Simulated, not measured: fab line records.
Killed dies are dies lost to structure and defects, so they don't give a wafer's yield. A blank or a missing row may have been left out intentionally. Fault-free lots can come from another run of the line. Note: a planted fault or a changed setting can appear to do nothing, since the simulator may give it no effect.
Tool commonality check    flow gf180mcu    Sample size 12 lots and 36 wafers

== WHY THIS WAS OPENED ==
At GF_PSD_RS_MEAS_14 the reading NSD_RS is flagged on 3 of 12 lots. No-fault wafers: 46.15 ohm/sq, standard deviation 0.082.
Rule: a lot gets a flag if all its wafers with a number sit over 4 standard deviations from that mean, or if no wafer of it has a number. The rest of the lots are taken to be sound.

lot   measured      on             NSD_RS (ohm/sq), wafer by wafer  flag
L789  day 14 20:35  film metro-04  46.01 46.07 46.10                
L791  day 15 15:24  film metro-03  46.00 46.12 46.17                
L794  day 16 17:23  film metro-03  45.95 46.12 46.10                
L795  day 17 04:53  film metro-04  46.21 46.30 46.18                
L796  day 17 11:29  film metro-03  46.19 46.32 46.29                
L797  day 17 20:11  film metro-04  46.03 46.08 46.17                
L799  day 18 12:34  film metro-04  45.99 46.23 46.10                
L800  day 18 17:10  film metro-01  50.20 50.07 50.05                FLAGGED
L801  day 19 14:21  film metro-04  50.21 50.24 50.10                FLAGGED
L803  day 20 00:02  film metro-04  50.10 50.23 50.03                FLAGGED
L807  day 21 07:14  film metro-03  46.06 46.14 46.16                
L810  day 22 04:31  film metro-03  46.04 46.09 46.25                
The mean of the flagged lots' numbers is 50.14 ohm/sq, +3.99 ohm/sq from the usual (+49 standard deviations).

== WHICH TOOL RAN EACH LOT ==
Before the reading, the record contains 2 process steps out of a 602-step route. Every cell lists first the tool, next ch and the chambers used by the sampled wafers, and last the start.
lot   flag     GF_NSD_IMPLANT_10                GF_NSD_STRIP_11
L789           implanter-03 ch 0, day 13 23:20  plasma asher-04 ch 0,1, day 13 23:29
L791           implanter-01 ch 0, day 14 16:34  plasma asher-01 ch 0,1, day 14 16:42
L794           implanter-04 ch 0, day 15 18:15  plasma asher-03 ch 0,1, day 15 18:23
L795           implanter-03 ch 0, day 16 07:25  plasma asher-03 ch 0,1, day 16 07:34
L796           implanter-04 ch 0, day 16 12:40  plasma asher-03 ch 0,1, day 16 12:49
L797           implanter-01 ch 0, day 16 20:58  plasma asher-04 ch 0,1, day 16 21:07
L799           implanter-01 ch 0, day 17 12:25  plasma asher-03 ch 0,1, day 17 12:33
L800  FLAGGED  implanter-01 ch 0, day 17 17:16  plasma asher-04 ch 0,1, day 17 17:25
L801  FLAGGED  implanter-01 ch 0, day 18 13:28  plasma asher-04 ch 0,1, day 18 13:35
L803  FLAGGED  implanter-01 ch 0, day 19 00:01  plasma asher-01 ch 0, day 19 00:10
L807           implanter-04 ch 0, day 20 06:47  plasma asher-03 ch 0,1, day 20 06:56
L810           implanter-03 ch 0, day 21 04:19  plasma asher-01 ch 0,1, day 21 04:26
These steps, and what they do:
- GF_NSD_IMPLANT_10
- GF_NSD_STRIP_11: strips in O2/N2.
- GF_PSD_RS_MEAS_14: measures by four-point-probe.

== FLAGGED AGAINST TOTAL, ONE TOOL AT A TIME (gauges that did the reading follow at the end) ==
step               tool             lots run  flagged  share of the flagged lots  sound lots run after its first flagged lot
GF_NSD_IMPLANT_10  implanter-01     6         3        all                        0
GF_NSD_IMPLANT_10  implanter-03     3         0        none                       -
GF_NSD_IMPLANT_10  implanter-04     3         0        none                       -
GF_NSD_STRIP_11    plasma asher-01  3         1        some                       1 (L810)
GF_NSD_STRIP_11    plasma asher-03  5         0        none                       -
GF_NSD_STRIP_11    plasma asher-04  4         2        some                       0
GF_PSD_RS_MEAS_14  film metro-01    1         1        some                       0
GF_PSD_RS_MEAS_14  film metro-03    5         0        none                       -
GF_PSD_RS_MEAS_14  film metro-04    6         2        some                       0

== WHAT THE TABLE PERMITS ==
1 row of the table ran every flagged lot: implanter-01 at GF_NSD_IMPLANT_10.
- implanter-01 at GF_NSD_IMPLANT_10 ran 6 lots, 3 of them flagged. Its last sound lot is L799 (day 17 12:25), its first flagged lot L800 (day 17 17:16): a fault that began between those two fits. Its own readings lie more than 4 standard deviations out on every wafer of the flagged lots: dose ions cm2, faraday current uA.
Just one tool remains: implanter-01 at GF_NSD_IMPLANT_10.

== WHAT THE SIMULATOR HAD PUT IN ==
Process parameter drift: implanter-01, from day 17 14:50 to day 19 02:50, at GF_NSD_IMPLANT_10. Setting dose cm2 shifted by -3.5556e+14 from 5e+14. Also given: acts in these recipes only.
Struck lots among those shown: L800, L801, L803. This agrees with what the rule above found.
